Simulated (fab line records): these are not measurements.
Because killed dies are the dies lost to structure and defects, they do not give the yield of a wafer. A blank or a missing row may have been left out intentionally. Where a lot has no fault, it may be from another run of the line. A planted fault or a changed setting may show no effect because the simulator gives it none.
2 desks, one fault    flow gf180mcu    what lay behind the numbers comes last; until then each desk has only its own

== AT THE METROLOGY DESK ==
Lot by lot, what the gauges showed, no matter which tool ran the lot: averages of those sampled wafers that carry a number. A lot is out of limits, marked OUT, if its mean lies more than 4 standard deviations from the usual mean; the brackets give that distance.
Columns: A = V5_BOW at GF_V5_BOW_MEAS_05, usual 131 um; B = cd-nm at GF_V5_CD_MEAS_14, usual 260.1 nm
lot   first seen here  A    B
L590  day 26 06:58     130  261.4
L591  day 26 14:29     134  258.9
L592  day 26 20:55     123  260.3
L594  day 27 13:48     128  260.6
L595  day 28 00:03     130  260.4
L596  day 28 10:31     138  261.0
L602  day 30 01:20     133  261.0
L603  day 30 08:16     146  258.5
L604  day 30 23:14     137  261.5
L605  day 31 01:02     126  259.7
L608  day 32 00:22     142  261.9
L609  day 32 08:55     126  257.0
L610  day 32 10:58     153  260.0
L611  day 32 14:34     117  260.7
Result from this desk: across the 14 lots, nothing is out of limits.

== FOR THE TOOL OWNER'S DESK: rie-diel-04 ==
The tool's own readings at GF_PASSIVATION_ETCH_11 (etches the open film in CF4/O2, stops on TiN, target depth 1800 nm, time 400 s): means of the sampled wafers that have a number, for each lot that ran on this tool. A lot is out of limits, marked OUT, if its mean lies more than 4 standard deviations from the usual mean; the brackets give that distance.
Columns: A = O2_flow_sccm at GF_PASSIVATION_ETCH_11, usual 10.004 sccm; B = drypump-motor-current-A at GF_PASSIVATION_ETCH_11, usual 5.8 A; C = oes-product-au at GF_PASSIVATION_ETCH_11, usual 0.961 a.u.; D = rf-fwd-power-W at GF_PASSIVATION_ETCH_11, usual 798.9 W; E = throttle-valve-pct at GF_PASSIVATION_ETCH_11, usual 5.960 %
lot   first seen here  A       B    C      D      E
L591  day 29 04:04     10.015  5.9  0.952  801.2  5.957
L592  day 29 10:46     9.998   5.9  0.967  796.1  5.961
L602  day 32 08:49     9.986   5.8  0.967  796.9  5.960
L603  day 32 15:19     10.030  5.7  0.939  797.6  5.955
L604  day 33 03:46     10.027  6.1  0.942  800.4  5.959
Result from this desk: across the 5 lots, nothing is out of limits.

== BROUGHT TOGETHER ==
Nothing out of limits was seen by the metrology desk.
The desk of the tool owner found nothing out of limits.

== WHAT THE SIMULATOR PUT IN ==
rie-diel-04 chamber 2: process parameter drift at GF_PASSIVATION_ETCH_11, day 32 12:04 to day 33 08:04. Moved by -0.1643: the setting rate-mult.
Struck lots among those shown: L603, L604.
